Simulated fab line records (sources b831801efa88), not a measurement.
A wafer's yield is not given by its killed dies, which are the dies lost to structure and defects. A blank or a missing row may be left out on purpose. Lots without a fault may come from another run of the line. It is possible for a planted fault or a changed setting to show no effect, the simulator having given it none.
What tool caused it? :: flow gf180mcu :: 6 lots, 18 wafers sampled, at 2 steps of a route of 602

## WHAT THE GAUGES READ, wafer by wafer
GF_HV_LDD_TW_MEAS_38.
lot: L192
measured: day 12 03:31
on: film_metro-02
HV_LDD_3_TW: 1458 1461 1454

lot: L194
measured: day 13 01:07
on: film_metro-04
HV_LDD_3_TW: 1419 1434 1441

lot: L199
measured: day 14 14:22
on: film_metro-04
HV_LDD_3_TW: 1434 1442 1445

lot: L202
measured: day 15 11:32
on: film_metro-02
HV_LDD_3_TW: 1500 1501 1486

lot: L209
measured: day 17 19:37
on: film_metro-02
HV_LDD_3_TW: 1461 1459 1459

lot: L213
measured: day 19 08:43
on: film_metro-04
HV_LDD_3_TW: 1432 1430 1433

## TOOL THAT RAN EACH LOT (tool first, then ch and the chambers of the sampled wafers, then the start)
lot: L192
GF_HV_LDD_IMPLANT_34: implanter-04 ch 0, day 12 02:58

lot: L194
GF_HV_LDD_IMPLANT_34: implanter-03 ch 0, day 13 00:34

lot: L199
GF_HV_LDD_IMPLANT_34: implanter-03 ch 0, day 14 13:49

lot: L202
GF_HV_LDD_IMPLANT_34: implanter-04 ch 0, day 15 10:59

lot: L209
GF_HV_LDD_IMPLANT_34: implanter-03 ch 0, day 17 19:04

lot: L213
GF_HV_LDD_IMPLANT_34: implanter-03 ch 0, day 19 08:10
- GF_HV_LDD_IMPLANT_34

## THE ANSWER, worked out from the rows above alone
Rule: what is usual is taken from the lots themselves. Put in order of their means at a reading, lots are off if they are a third of the lots or fewer, leave a main group of 4 or more, and stand apart from it by a gap of 3 or more times the standard deviation of the main group's means; of several such gaps the widest counts. A main group is skipped when, at the precision printed for the reading in the tables above, its means are all equal. Also off: a lot with no number at a reading for which 4 or more lots have one. Where the step has rows for the other lots, those lots are counted as sound.
Nothing can be told from this: no lot is off at any reading shown.

## WHAT THE SIMULATOR HAD INSERTED
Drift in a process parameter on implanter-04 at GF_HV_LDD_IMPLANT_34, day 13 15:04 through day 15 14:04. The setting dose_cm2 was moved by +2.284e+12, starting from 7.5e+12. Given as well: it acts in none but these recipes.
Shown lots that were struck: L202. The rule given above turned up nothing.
